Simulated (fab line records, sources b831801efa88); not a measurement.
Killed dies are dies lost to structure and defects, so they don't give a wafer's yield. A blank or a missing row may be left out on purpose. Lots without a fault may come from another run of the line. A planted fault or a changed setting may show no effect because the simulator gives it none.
fab line records | flow sky130
record lots=12 wafers=36 last_day=50
route steps=708 shown RES_PROTECT@215 LDD_HVN@276 VIA1@480 VIA2@522 PAD_OPEN@708
lots that met no fault: from a run of the same line without faults
start_h: hours from the record's first day to the start of the lot's first wafer shown | wait_h: hours since the lot's step before | " the same as in the row above | L1.1+2: a row that stands for several wafers | - no value, or no start given | * or withheld: withheld | < > ~ a bound
route shown NAME@n: a module of which the file shows steps, and the number in the route of the first | usual: mean/standard deviation of fault-free wafers | same: alike in all rows | chamber/n: place in a boat | sites: the reading at each site | _std_site: their standard deviation | _edge_site: outer sites' mean less inner sites' | radius_mm: how far each site lies from the wafer's centre | mask NAME#n: copy n | behind: the tool/chamber that last shaped the wafer | hold: why the lot was held/for how many hours/how that ended | device: the transistor (n, p or np) that didn't switch | end of line: the same wafers' tests at the end of the route | a step without rows: its recipe alone | killed: dies lost to structure and defects at the first sort, not the wafer's yield | map: a wafer's dies, x killed, . not, _ none there
set.NAME: the setting as run; set.NAME@STEP: as run at that earlier step | model.NAME: the simulator's own value behind a step, which no gauge read
steps of the route over a sample of lots; a table a step, a row a wafer
services: from which hour (start_h, from the record's first day; less than 0 if before it) a tool's chamber was out of use, for how many hours, and why
## steps
# step SKY_RES_PROTECT_TW_MEAS_08
# usual POLY_GATE_TW=4018/48
# columns lot.wafer tool chamber start_h wait_h POLY_GATE_TW
L968.2 film_metro-03 - 360.33 0.1 4002
L968.3 " - " " 4009
L968.6 " - " " 3998
L969.2 film_metro-04 - 371.98 0.1 4095
L969.3 " - " " 4102
L969.5 " - " " 4062
L971.1 film_metro-04 - 376.66 0.1 4083
L971.5 " - " " 4068
L971.6 " - " " 4072
L973.1 film_metro-01 - 395.06 0.1 4016
L973.2 " - " " 4033
L973.3 " - " " 4035
L976.1 film_metro-04 - 419.67 0.1 4028
L976.4 " - " " 4019
L976.5 " - " " 4004
L977.3 film_metro-04 - 431.73 0.1 4026
L977.4 " - " " 4039
L977.5 " - " " 4055
L982.2 film_metro-01 - 467.87 0.1 3948
L982.3 " - " " 3958
L982.6 " - " " 3945
L985.1 film_metro-01 - 498.02 0.1 3973
L985.3 " - " " 3975
L985.6 " - " " 3983
L987.1 film_metro-01 - 510.11 0.1 3934
L987.2 " - " " 3955
L987.4 " - " " 3958
L988.2 film_metro-03 - 522.62 0.1 3992
L988.3 " - " " 4009
L988.6 " - " " 3989
L989.1 film_metro-01 - 525.61 0.1 3958
L989.3 " - " " 3978
L989.5 " - " " 3972
L990.2 film_metro-04 - 531.17 0.1 4107
L990.3 " - " " 4117
L990.4 " - " " 4121
# step SKY_LDD_HVN_STRIP_09
# recipe chemistry=O2/N2 power_w=1400 pressure_mtorr=1500 platen_temp_c=withheld o2_flow_sccm=3000 n2_flow_sccm=300 overash_fraction=0.5
# usual drypump_motor_current_A=6.0/0.36 n2_flow_sccm=300.0/0.88 oes_product_au=0.409/0.0048 strip_time_to_endpoint_s=4.142/0.017
# columns lot.wafer tool chamber start_h wait_h drypump_motor_current_A n2_flow_sccm oes_product_au rf_hours_counter_h strip_time_to_endpoint_s
L968.2 plasma_asher-02 1 486.45 0.1 6.1 299.4 0.409 5 4.160
L968.3 " 1 " " 6.0 299.7 0.416 - 4.158
L968.6 " 0 " " 5.7 301.2 0.405 - 4.164
L969.2 plasma_asher-02 0 500.04 0.1 5.7 299.8 0.404 6 4.099
L969.3 " 0 " " 5.7 300.7 0.411 - 4.125
L969.5 " 1 " " 6.1 300.5 0.405 - 4.117
L971.1 plasma_asher-02 0 505.75 0.1 5.7 298.7 0.414 7 4.129
L971.5 " 0 " " 5.7 297.8 0.415 - 4.136
L971.6 " 1 " " 6.1 300.0 0.405 - 4.126
L973.1 plasma_asher-03 0 523.25 0.1 6.3 300.8 0.412 69 4.129
L973.2 " 1 " " 6.5 299.7 0.417 69 4.118
L973.3 " 0 " " 6.3 301.7 0.409 - 4.121
L976.1 plasma_asher-02 0 551.04 0.1 5.7 300.6 0.413 11 4.143
L976.4 " 0 " " 5.7 300.0 0.408 - 4.127
L976.5 " 0 " " 5.7 301.2 0.405 - 4.133
L977.3 plasma_asher-02 0 561.19 0.1 5.7 301.1 0.402 - 4.168
L977.4 " 1 " " 6.1 300.3 0.407 - 4.174
L977.5 " 0 " " 5.7 300.7 0.414 - 4.170
L982.2 plasma_asher-02 1 595.26 0.1 6.1 301.1 0.399 16 4.180
L982.3 " 1 " " 6.1 300.9 0.408 - 4.158
L982.6 " 1 " " 6.1 301.4 0.414 - 4.159
L985.1 plasma_asher-04 1 623.71 0.1 5.1 299.2 0.415 92 4.137
L985.3 " 1 " " 5.2 300.0 0.417 - 4.165
L985.6 " 1 " " 5.2 299.1 0.411 - 4.139
L987.1 plasma_asher-03 0 636.26 0.1 6.3 299.0 0.418 81 4.134
L987.2 " 1 " " 6.5 298.3 0.411 81 4.165
L987.4 " 0 " " 6.3 299.6 0.410 - 4.153
L988.2 plasma_asher-02 0 649.54 0.1 5.7 297.9 0.411 21 4.147
L988.3 " 1 " " 6.1 299.3 0.413 - 4.145
L988.6 " 0 " " 5.7 300.4 0.410 - 4.153
L989.1 plasma_asher-03 0 653.20 0.1 6.3 300.3 0.412 83 4.119
L989.3 " 1 " " 6.5 299.9 0.402 - 4.124
L989.5 " 0 " " 6.3 300.9 0.418 - 4.117
L990.2 plasma_asher-02 0 655.24 0.1 5.7 300.2 0.410 22 4.157
L990.3 " 0 " " 5.7 300.7 0.405 - 4.144
L990.4 " 1 " " 6.1 301.2 0.409 - 4.170
# step SKY_VIA1_RS_MEAS_22
# recipe thk_meas_gauge=four-point-probe reads=W_of_VIA1_CVD_21+TiN_of_VIA1_SPUTTER_20
# usual VIA1_W_RS=0.428/0.0059
# columns lot.wafer tool chamber start_h wait_h VIA1_W_RS[ohm/sq]
L968.2 film_metro-01 - 815.69 0.1 0.421
L968.3 " - " " 0.422
L968.6 " - " " 0.426
L969.2 film_metro-04 - 826.34 0.1 0.427
L969.3 " - " " 0.434
L969.5 " - " " 0.427
L971.1 film_metro-01 - 828.64 0.1 0.426
L971.5 " - " " 0.432
L971.6 " - " " 0.428
L973.1 film_metro-01 - 845.37 0.1 0.423
L973.2 " - " " 0.425
L973.3 " - " " 0.431
L976.1 film_metro-02 - 869.30 0.1 0.425
L976.4 " - " " 0.431
L976.5 " - " " 0.433
L977.3 film_metro-01 - 879.26 0.1 0.434
L977.4 " - " " 0.427
L977.5 " - " " 0.437
L982.2 film_metro-01 - 906.67 0.1 0.425
L982.3 " - " " 0.426
L982.6 " - " " 0.427
L985.1 film_metro-02 - 931.74 0.1 0.438
L985.3 " - " " 0.428
L985.6 " - " " 0.433
L987.1 film_metro-02 - 942.32 0.1 0.433
L987.2 " - " " 0.434
L987.4 " - " " 0.429
L988.2 film_metro-02 - 953.77 0.1 0.440
L988.3 " - " " 0.426
L988.6 " - " " 0.425
L989.1 film_metro-04 - 956.39 0.1 0.421
L989.3 " - " " 0.418
L989.5 " - " " 0.412
L990.2 film_metro-02 - 960.99 0.1 0.434
L990.3 " - " " 0.429
L990.4 " - " " 0.431
# step SKY_VIA2_ETCH_15
# recipe target=SiO2 chemistry=C4F8/O2/Ar target_depth_nm=546 stop_on=TiN mask_material=KrF-thick source_w=1500 bias_w=1200 pressure_mtorr=40 c4f8_flow_sccm=withheld O2_flow_sccm=6 Ar_flow_sccm=300 time_s=84
# usual oes_product_au=0.941/0.0046
# same time_s=84
# columns lot.wafer tool chamber start_h wait_h oes_product_au rf_hours_counter_h
L968.2 rie_diel-04 3 869.44 0.0 0.943 15
L968.3 " 1 " " 0.944 27
L968.6 " 1 " " 0.946 -
L969.2 rie_diel-04 3 881.05 0.0 0.948 15
L969.3 " 2 " " 0.936 9
L969.5 " 2 " " 0.943 -
L971.1 rie_diel-04 1 883.55 0.0 0.937 27
L971.5 " 1 " " 0.941 -
L971.6 " 0 " " 0.937 -
L973.1 rie_diel-01 1 900.20 0.0 0.939 22
L973.2 " 2 " " 0.947 17
L973.3 " 0 " " 0.946 21
L976.1 rie_diel-04 2 922.09 0.0 0.943 11
L976.4 " 3 " " 0.942 17
L976.5 " 2 " " 0.940 -
L977.3 rie_diel-02 1 931.71 0.0 0.940 13
L977.4 " 0 " " 0.946 15
L977.5 " 2 " " 0.940 -
L982.2 rie_diel-01 1 959.69 0.0 0.949 24
L982.3 " 3 " " 0.946 7
L982.6 " 1 " " 0.949 -
L985.1 rie_diel-02 2 983.11 0.0 0.948 3
L985.3 " 0 " " 0.953 16
L985.6 " 0 " " 0.951 -
L987.1 rie_diel-01 0 992.51 0.0 0.933 24
L987.2 " 2 " " 0.941 20
L987.4 " 1 " " 0.937 25
L988.2 rie_diel-02 0 1004.14 0.0 0.945 17
L988.3 " 2 " " 0.939 4
L988.6 " 2 " " 0.934 -
L989.1 rie_diel-04 2 1007.21 0.0 0.944 13
L989.3 " 1 " " 0.942 3
L989.5 " 3 " " 0.940 -
L990.2 rie_diel-04 0 1011.64 0.0 0.947 24
L990.3 " 3 " " 0.931 19
L990.4 " 2 " " 0.943 13
# step SKY_PAD_OPEN_PROBE_99
# usual defect_limited_yield=82.4/2 killed_at_M0_to_M3=43/6.7 killed_at_M4_up=3.2/2.1 killed_at_contacts=25/5.9 killed_at_front_end=16/4.7 killed_at_other=0.3/0.54 killed_dies=87/9.8 killed_open=47/6.7 killed_short=40/6.5 sort_bin_3_pad_short=0.9/0.45 sort_bin_5_function=10.5/1.5 sort_bin_6_memory=6.2/1.2 sort_n_pass=405/9.8 sort_yield_pct=82.4/2
# same gross_dies=492 killed_at_back_side=0 sort_bin_4_leakage[%]=0 sort_bin_8_speed[%]=0
# columns lot.wafer tool chamber start_h wait_h defect_limited_yield[%] killed_at_M0_to_M3 killed_at_M4_up killed_at_contacts killed_at_front_end killed_at_other killed_dies killed_open killed_short sort_bin_3_pad_short[%] sort_bin_5_function[%] sort_bin_6_memory[%] sort_n_pass sort_yield_pct[%]
L976.1 prober-01 - 1137.29 0.1 74.0 99 1 13 15 0 128 35 42 3.0 16.1 6.9 364 74.0
L976.4 prober-01 - 1137.44 0.2 81.3 49 3 24 16 0 92 51 41 0.2 10.0 8.5 400 81.3
L976.5 prober-01 - 1137.49 0.2 74.0 89 0 25 14 0 128 45 32 3.3 17.3 5.5 364 74.0
L977.3 prober-02 - 1145.23 0.2 80.9 48 5 29 11 1 94 54 39 1.0 9.3 8.7 398 80.9
L977.4 prober-02 - 1145.28 0.2 82.5 39 5 24 18 0 86 49 35 1.0 11.8 4.7 406 82.5
L977.5 prober-02 - 1145.33 0.2 80.3 47 8 29 13 0 97 43 53 1.6 10.2 7.9 395 80.3
# killed by level:class
L976.1 VIA2:unspecified=51 VIA1:geometric_particle:short=9 VIA1:geometric_particle:open=9 METAL1:geometric_particle:short=5 METAL2:geometric_particle:short=5 VIA2:geometric_particle:short=5 POLY_GATE:geometric_particle:open=4 CONTACT:geometric_particle:open=4
L976.4 VIA1:geometric_particle:open=17 CONTACT:geometric_particle:open=9 CONTACT:geometric_particle:short=8 VIA2:geometric_particle:open=7 FIELD_ISO:geometric_particle:open=5 FIELD_ISO:geometric_particle:short=4 POLY_GATE:geometric_particle:short=4 VIA1:geometric_particle:short=4
L976.5 VIA2:unspecified=51 VIA1:geometric_particle:open=14 CONTACT:geometric_particle:open=10 LI_CONTACT:geometric_particle:open=8 VIA2:geometric_particle:open=5 FIELD_ISO:geometric_particle:short=4 METAL1:geometric_particle:short=4 METAL2:geometric_particle:short=4
L977.3 LI_CONTACT:geometric_particle:open=10 CONTACT:geometric_particle:open=10 VIA1:geometric_particle:open=9 VIA2:geometric_particle:open=8 CONTACT:geometric_particle:short=7 VIA1:geometric_particle:short=6 FIELD_ISO:geometric_particle:open=5 VIA3:geometric_particle:open=5
L977.4 VIA1:geometric_particle:open=12 CONTACT:geometric_particle:open=10 FIELD_ISO:geometric_particle:open=6 POLY_GATE:geometric_particle:open=5 LI_CONTACT:geometric_particle:open=5 METAL3:geometric_particle:short=5 VIA3:geometric_particle:open=5 CONTACT:geometric_particle:short=4
L977.5 VIA1:geometric_particle:open=12 LI_CONTACT:geometric_particle:open=11 METAL1:geometric_particle:short=8 LOCAL_INTERCONNECT:geometric_particle:short=6 CONTACT:geometric_particle:short=6 CONTACT:geometric_particle:open=6 VIA1:geometric_particle:short=5 METAL2:geometric_particle:short=5
## services
# columns tool chamber start_h hours kind
rie_diel-02 - 487.15 15.6 pm
rie_diel-01 1 584.99 3.8 repair
rie_diel-02 3 611.09 8.0 repair
rie_diel-04 1 673.00 5.7 repair
rie_diel-02 2 676.58 5.3 repair
rie_diel-01 0 678.41 5.6 repair
rie_diel-02 - 682.94 0.3 repair
rie_diel-02 0 684.18 5.1 repair
rie_diel-01 2 687.01 23.9 repair
rie_diel-02 0 689.32 5.4 repair
rie_diel-04 2 756.16 1.8 repair
rie_diel-04 - 757.58 0.4 repair
rie_diel-02 3 761.87 1.3 repair
plasma_asher-03 - 766.98 2.8 pm
rie_diel-04 - 770.70 2.8 pm
rie_diel-04 3 784.85 5.1 repair
rie_diel-02 2 794.00 6.2 repair
rie_diel-01 - 814.62 4.3 pm
rie_diel-02 3 855.26 2.9 repair
rie_diel-01 2 862.75 21.8 repair
rie_diel-01 3 881.58 6.9 repair
plasma_asher-03 - 895.55 28.1 pm
rie_diel-04 - 928.19 14.6 pm
rie_diel-04 2 964.68 4.3 repair
## key
first_sign step=SKY_PAD_OPEN_PROBE_99 reading=killed_at_M0_to_M3 direction=up sigmas=7.6 usual=43 struck=94
effect step=SKY_PAD_OPEN_PROBE_99 reading=sort_bin_3_pad_short direction=up sigmas=5 usual=0.9 struck=3.2
met_at SKY_VIA2_ETCH_15
struck_lots L976
struck_wafers L976.1,L976.5
not_acting_at SKY_RES_PROTECT_TW_MEAS_08,SKY_LDD_HVN_STRIP_09,SKY_VIA1_RS_MEAS_22
onset_between 881.05 922.09
fault kind=chamber_particle_source tool=rie_diel-04 chamber=2 onset_h=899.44 steps=SKY_VIA2_ETCH_15 rate_per_visit_cm2=0.64936 end_h=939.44
